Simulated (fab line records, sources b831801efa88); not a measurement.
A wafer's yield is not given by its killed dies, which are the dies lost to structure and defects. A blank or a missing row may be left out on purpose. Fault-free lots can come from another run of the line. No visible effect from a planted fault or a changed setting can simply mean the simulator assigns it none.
Matching of chambers | flow gf180mcu | 4 sister chambers for GF_V4_ETCH_16 on rie diel-01
The step etches BARC in N2/H2. 20 wafers are shown with their chamber, then 10 later ones without.

## WAFERS, EACH WITH ITS CHAMBER
wafer  | chamber | drypump motor current A (A) | oes product au (a.u.) | throttle valve pct (%)
L074.1 | 1       | 6.1                         | 0.849                 | 13.232
L074.2 | 2       | 5.6                         | 0.854                 | 13.219
L074.6 | 1       | 6.1                         | 0.860                 | 13.225
L077.1 | 1       | 6.1                         | 0.855                 | 13.233
L077.4 | 0       | 5.0                         | 0.850                 | 13.242
L077.6 | 0       | 5.0                         | 0.855                 | 13.223
L078.2 | 3       | 6.0                         | 0.855                 | 13.228
L078.5 | 2       | 5.6                         | 0.845                 | 13.221
L078.6 | 3       | 6.0                         | 0.850                 | 13.221
L081.3 | 1       | 6.1                         | 0.855                 | 13.218
L081.4 | 3       | 6.0                         | 0.858                 | 13.222
L081.5 | 0       | 5.1                         | 0.863                 | 13.241
L085.4 | 1       | 6.1                         | 0.850                 | 13.228
L085.5 | 2       | 5.6                         | 0.855                 | 13.239
L085.6 | 1       | 6.1                         | 0.856                 | 13.224
L087.1 | 3       | 6.0                         | 0.850                 | 13.217
L087.2 | 0       | 5.0                         | 0.844                 | 13.211
L087.6 | 0       | 5.1                         | 0.863                 | 13.218
L088.2 | 3       | 6.0                         | 0.860                 | 13.228
L088.3 | 0       | 5.1                         | 0.850                 | 13.230

SIGNATURES (averages over the wafers above)
reading                 | chamber 0 | chamber 1 | chamber 2 | chamber 3 | scatter within a chamber
drypump motor current A | 5.050     | 6.100     | 5.600     | 6.000     | 0.0306
oes product au          | 0.85417   | 0.85417   | 0.85133   | 0.85460   | 0.00571
throttle valve pct      | 13.22750  | 13.22667  | 13.22633  | 13.22320  | 0.00891
Rule: a wafer lies at a distance from a chamber equal to the root of the sum of squares, over the readings, of (its reading less the chamber's mean, divided by the reading's scatter). If the next closest chamber is less than 2 further off than the closest, the wafer can't be placed; otherwise it belongs to the closest. The scatter: take each reading less its chamber's mean, square it, sum over the shown wafers, divide by the number of wafers less the number of chambers, and take the root.

## WAFERS WHOSE CHAMBER IS MISSING
wafer  | drypump motor current A (A) | oes product au (a.u.) | throttle valve pct (%)
L088.6 | 5.1                         | 0.859                 | 13.221
L089.2 | 6.1                         | 0.857                 | 13.225
L089.3 | 5.0                         | 0.858                 | 13.228
L089.6 | 6.0                         | 0.848                 | 13.220
L093.1 | 5.1                         | 0.851                 | 13.239
L093.3 | 6.1                         | 0.851                 | 13.229
L093.5 | 5.0                         | 0.849                 | 13.231
L096.2 | 6.1                         | 0.851                 | 13.208
L096.4 | 5.6                         | 0.859                 | 13.232
L096.5 | 6.1                         | 0.853                 | 13.230

## WHICH CHAMBER EACH ONE RAN IN
wafer  | from the rows above     | in truth
L088.6 | 0                       | 0
L089.2 | 1                       | 1
L089.3 | 0                       | 0
L089.6 | 3                       | 3
L093.1 | 0                       | 0
L093.3 | 1                       | 1
L093.5 | 0                       | 0
L096.2 | can't be placed: 1 or 3 | 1
L096.4 | 2                       | 2
L096.5 | 1                       | 1
Placed correctly: 9 of 10. These rows do not allow placing 1 (true chamber among the candidates in 1). Wrongly placed: 0.
